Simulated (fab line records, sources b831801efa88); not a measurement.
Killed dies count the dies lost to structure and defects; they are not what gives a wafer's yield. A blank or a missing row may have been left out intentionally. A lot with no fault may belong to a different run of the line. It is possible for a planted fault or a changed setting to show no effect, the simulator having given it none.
What tool caused it? | flow sky130 | 42 wafers from 14 lots sampled at 4 of the route's 708 steps

## WHAT THE GAUGES READ, wafer by wafer
No reading from a measuring or inspecting step in the record can be judged against a usual standard deviation.

## TOOL THAT RAN EACH LOT (tool first, then ch and the chambers of the sampled wafers, then the start)
lot  | SKY_LI_CONTACT_CMP_02         | SKY_LOCAL_INTERCONNECT_SPUTTER_00 | SKY_LOCAL_INTERCONNECT_DEVELOP_10 | SKY_LOCAL_INTERCONNECT_METAL_ETCH_14
L387 | cmp-01 ch 0,1, day 27 21:45   | pvdSputter-04, day 29 03:36       | lithoTrack-02 ch 0, day 30 08:00  | rieMetal-02 ch 0,1, day 30 08:51
L388 | cmp-01 ch 2,3, day 28 01:01   | pvdSputter-02, day 29 07:26       | lithoTrack-03 ch 0, day 30 11:00  | rieMetal-01 ch 1, day 30 11:45
L389 | cmp-02 ch 0,1,3, day 28 18:46 | pvdSputter-01, day 30 00:31       | lithoTrack-03 ch 0, day 31 04:00  | rieMetal-01 ch 0, day 31 05:24
L390 | cmp-02 ch 0,2,3, day 29 08:15 | pvdSputter-01, day 30 13:50       | lithoTrack-02 ch 0, day 31 18:00  | rieMetal-01 ch 0,1, day 31 18:30
L394 | cmp-02 ch 0,1,3, day 31 00:36 | pvdSputter-01, day 32 06:26       | lithoTrack-03 ch 0, day 33 09:00  | rieMetal-02 ch 0,1, day 33 09:59
L396 | cmp-01 ch 0,1,2, day 31 08:14 | pvdSputter-02, day 32 12:34       | lithoTrack-02, day 33 15:00       | rieMetal-02 ch 0,1, day 33 16:01
L397 | cmp-01 ch 0,1, day 31 15:45   | pvdSputter-01, day 32 20:43       | lithoTrack-02, day 33 23:00       | rieMetal-02 ch 0,1, day 33 23:46
L403 | cmp-02 ch 1,2,3, day 33 14:10 | pvdSputter-01, day 34 18:13       | lithoTrack-02 ch 0, day 35 20:00  | rieMetal-01 ch 0,1, day 35 20:39
L402 | cmp-02 ch 1,2, day 33 15:17   | pvdSputter-02, day 34 19:51       | lithoTrack-02 ch 0, day 35 22:00  | rieMetal-02 ch 0, day 35 22:32
L404 | cmp-01 ch 0,3, day 33 18:38   | pvdSputter-02, day 34 22:23       | lithoTrack-03 ch 0, day 35 23:00  | rieMetal-02 ch 0, day 36 00:23
L406 | cmp-01 ch 2,3, day 34 09:31   | pvdSputter-04, day 35 13:37       | lithoTrack-03 ch 0, day 36 15:00  | rieMetal-01 ch 0,1, day 36 16:11
L408 | cmp-01 ch 2,3, day 34 20:57   | pvdSputter-04, day 36 00:38       | lithoTrack-02 ch 0, day 37 02:00  | rieMetal-03 ch 0,1, day 37 02:45
L407 | cmp-02 ch 0,1,3, day 35 04:50 | pvdSputter-04, day 36 08:25       | lithoTrack-03 ch 0, day 37 09:00  | rieMetal-01 ch 0, day 37 10:15
L410 | cmp-01 ch 0,2,3, day 35 10:59 | pvdSputter-01, day 36 14:45       | lithoTrack-04 ch 0, day 37 16:00  | rieMetal-03 ch 0,1, day 37 17:10
- SKY_LI_CONTACT_CMP_02: polishes PSG.
- SKY_LOCAL_INTERCONNECT_SPUTTER_00: material TiN, target thk 100 nm, time 83.3 s.
- SKY_LOCAL_INTERCONNECT_DEVELOP_10: develop time 60 s.
- SKY_LOCAL_INTERCONNECT_METAL_ETCH_14: etches TiN in Cl2/BCl3, stops on PSG, target depth 110 nm, time 31.4 s.

## AS READ BY THE TOOLS THEMSELVES (means over the sampled wafers that have a number; for cases with no such wafer, the mark the record gives instead)
SKY_LI_CONTACT_CMP_02.
lot  | tool   | headPressurePsi (psi) | motorCurrentA (A) | timeToEndpointS (s)
L387 | cmp-01 | 3.998                 | 10.5              | 33.0
L388 | cmp-01 | 3.992                 | 10.6              | 33.0
L389 | cmp-02 | 3.999                 | 11.2              | 37.0
L390 | cmp-02 | 3.990                 | 12.3              | 32.9
L394 | cmp-02 | 3.999                 | 11.1              | 33.7
L396 | cmp-01 | 3.997                 | 10.6              | 31.4
L397 | cmp-01 | 4.015                 | 10.8              | 28.2
L403 | cmp-02 | 3.999                 | 12.6              | 33.9
L402 | cmp-02 | 4.011                 | 12.5              | 33.2
L404 | cmp-01 | 3.999                 | 11.6              | 31.1
L406 | cmp-01 | 3.994                 | 11.0              | 29.7
L408 | cmp-01 | 3.998                 | 11.2              | 31.3
L407 | cmp-02 | 4.005                 | 11.2              | 33.4
L410 | cmp-01 | 3.998                 | 11.5              | 30.5

SKY_LOCAL_INTERCONNECT_SPUTTER_00.
lot  | tool          | chamberPressurePa (Pa) | throttleValvePct (%)
L387 | pvdSputter-04 | 0.4003                 | 29.8
L388 | pvdSputter-02 | 0.3992                 | 30.3
L389 | pvdSputter-01 | 0.4001                 | 30.7
L390 | pvdSputter-01 | 0.4000                 | 30.1
L394 | pvdSputter-01 | 0.4008                 | 29.8
L396 | pvdSputter-02 | 0.3999                 | 30.3
L397 | pvdSputter-01 | 0.3995                 | 31.4
L403 | pvdSputter-01 | 0.3993                 | 29.8
L402 | pvdSputter-02 | 0.3994                 | 30.2
L404 | pvdSputter-02 | 0.3999                 | 30.3
L406 | pvdSputter-04 | 0.4003                 | 30.3
L408 | pvdSputter-04 | 0.4001                 | 30.0
L407 | pvdSputter-04 | 0.3999                 | 29.8
L410 | pvdSputter-01 | 0.3999                 | 31.4

SKY_LOCAL_INTERCONNECT_DEVELOP_10.
lot  | tool          | chillPlateTempC (C)
L387 | lithoTrack-02 | 22.98
L388 | lithoTrack-03 | 23.01
L389 | lithoTrack-03 | 23.05
L390 | lithoTrack-02 | 23.05
L394 | lithoTrack-03 | 23.07
L396 | lithoTrack-02 | -
L397 | lithoTrack-02 | -
L403 | lithoTrack-02 | 23.19
L402 | lithoTrack-02 | 22.94
L404 | lithoTrack-03 | 22.85
L406 | lithoTrack-03 | 22.97
L408 | lithoTrack-02 | 22.93
L407 | lithoTrack-03 | 23.05
L410 | lithoTrack-04 | 23.00

SKY_LOCAL_INTERCONNECT_METAL_ETCH_14.
lot  | tool        | drypumpMotorCurrentA (A) | oesProductAu (a.u.) | throttleValvePct (%)
L387 | rieMetal-02 | 6.0                      | 0.945               | 21.903
L388 | rieMetal-01 | 5.4                      | 0.943               | 21.895
L389 | rieMetal-01 | 6.2                      | 0.934               | 21.911
L390 | rieMetal-01 | 5.9                      | 0.941               | 21.909
L394 | rieMetal-02 | 6.0                      | 0.940               | 21.904
L396 | rieMetal-02 | 6.0                      | 0.953               | 21.897
L397 | rieMetal-02 | 5.7                      | 0.936               | 21.907
L403 | rieMetal-01 | 5.7                      | 0.928               | 21.905
L402 | rieMetal-02 | 5.5                      | 0.944               | 21.890
L404 | rieMetal-02 | 5.5                      | 0.935               | 21.903
L406 | rieMetal-01 | 5.9                      | 0.946               | 21.896
L408 | rieMetal-03 | 6.0                      | 0.946               | 21.902
L407 | rieMetal-01 | 6.2                      | 0.948               | 21.894
L410 | rieMetal-03 | 6.0                      | 0.935               | 21.911

## THE ANSWER, worked out from the rows above alone
Rule: the usual values come from the lots themselves. The widest of any qualifying gaps counts: lots, ordered by their means at a reading, are off when they make up no more than a third of the lots, leave a main group of 4 or more, and stand apart from it by 3 or more times the standard deviation of that group's means. A main group is skipped when, at the precision printed for the reading in the tables above, its means are all equal. A lot without any number at a reading at which 4 lots or more have one is off too. All remaining lots with rows at the step are treated as sound. First the gauges in route order, then the tools' own readings, where a lot's mean is used as printed above. The first step at which some lot is off is used, and at that step the reading that is off furthest; a lot without a number counts as furthest.
Off: L396, L397, at SKY_LOCAL_INTERCONNECT_DEVELOP_10 (chillPlateTempC). Without a number there: L396, L397. The main group: mean 23.01 C, standard deviation 0.082.
A tool fits if, at that step or a process step before it, it ran every lot that is off, and no sound lot after the first of them. Of those tried, none fits.

## WHAT WAS PUT IN BY THE SIMULATOR
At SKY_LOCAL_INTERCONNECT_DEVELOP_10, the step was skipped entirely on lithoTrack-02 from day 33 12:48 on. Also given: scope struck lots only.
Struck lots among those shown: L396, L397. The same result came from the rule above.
